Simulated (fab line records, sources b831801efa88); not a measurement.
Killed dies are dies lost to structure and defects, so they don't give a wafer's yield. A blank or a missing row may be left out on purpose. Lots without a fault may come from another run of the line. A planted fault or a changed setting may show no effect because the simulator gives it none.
Problem report in the 8D (eight disciplines) form, filled by code | flow gf180mcu | the parts of the form that need people (team, actions taken, sign-off) are left out

1. THE PROBLEM
cd_nm at GF_M4_CD_MEAS_14 reads a mean of 308.1 nm on 6 wafers of 2 lots; wafers without a fault read 279.9 nm with a standard deviation of 1.1. That is +26 standard deviations from the usual mean.
The step: target cd 280 nm.
First seen on wafer L249.3, day 25 01:10, on cd_sem-01. The record holds 18 wafers of 6 lots with a number at this step. Rule for "out", or "out of limits": more than 4 standard deviations from the usual mean. The other wafers with a number count as sound.

2. WHAT IT IS AND WHAT IT IS NOT
question                    | is                     | is not
which readings at this step | cd_nm                  | -
which lots                  | L249, L251             | L247, L248, L259, L263
which wafers of those lots  | all that have a number | -
read on which gauges        | cd_sem-01, cd_sem-02   | -
when                        | from day 25 01:10      | up to then (6 sound wafers); but 6 sound wafers of L259, L263 came after

3. SUSPECTS, AND WHAT RULES EACH OUT
Counting: a tool at a process step up to the reading stays a suspect if it ran every lot that is out and no sound lot after the first of them.
- the gauge at GF_M4_CD_MEAS_14: ruled out. The wafers that are out were read on 2 gauges (cd_sem-01, cd_sem-02).
- litho_track-02 at GF_M4_PEB_12 (peb time 90 s): ruled out as a lasting fault. Sound lots L263 ran on it after its first lot that is out, L249 (day 25 00:50).
Left after counting: nothing in the record.

4. THE CAUSE (what the simulator had put in)
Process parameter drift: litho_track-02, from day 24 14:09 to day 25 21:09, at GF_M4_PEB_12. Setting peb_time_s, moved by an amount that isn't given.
Counting ruled it out, wrongly: the rule takes a fault to strike every lot that its tool runs from its start on, and this one did not.

5. THE CHAIN OF EFFECTS, in route order
Each row: a reading whose mean over the struck wafers that have a number lies more than 3 standard deviations from the usual. Only readings for which the record gives a usual standard deviation are gone through. hours: the time from each lot's start at the first step in this table that gives one to its start at this step, as a median over the lots. sigmas: the change in usual standard deviations.
hours | step                    | reading              | usual    | on struck wafers | change | sigmas
0     | GF_M4_PEB_12            | heater_power_total_W | 85.70 W  | 113.37           | +27.67 | +99 or more
0     | GF_M4_CD_MEAS_14        | cd_nm                | 279.9 nm | 308.1            | +28.2  | +26
128   | GF_PASSIVATION_PROBE_99 | sort_bin_3_pad_short | 0.4 %    | 1.9              | +1.5   | +4.7
The process steps in it:
- GF_M4_PEB_12: peb time 90 s.
- GF_PASSIVATION_PROBE_99
Later measuring or inspecting steps at which every struck wafer that the step has a row for has a number for every such reading, and none has moved that far: GF_M4_OVL_MEAS_15.

6. WHAT WOULD HAVE CAUGHT IT SOONER
In this record the first reading out of limits at a measuring or inspecting step was taken at day 25 01:10, 11 hours after the fault began at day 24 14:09.
The tool's own readings at GF_M4_PEB_12 were out on every struck wafer that the step has a row for (heater_power_total_W): an alarm limit on them would have fired on the first of those.
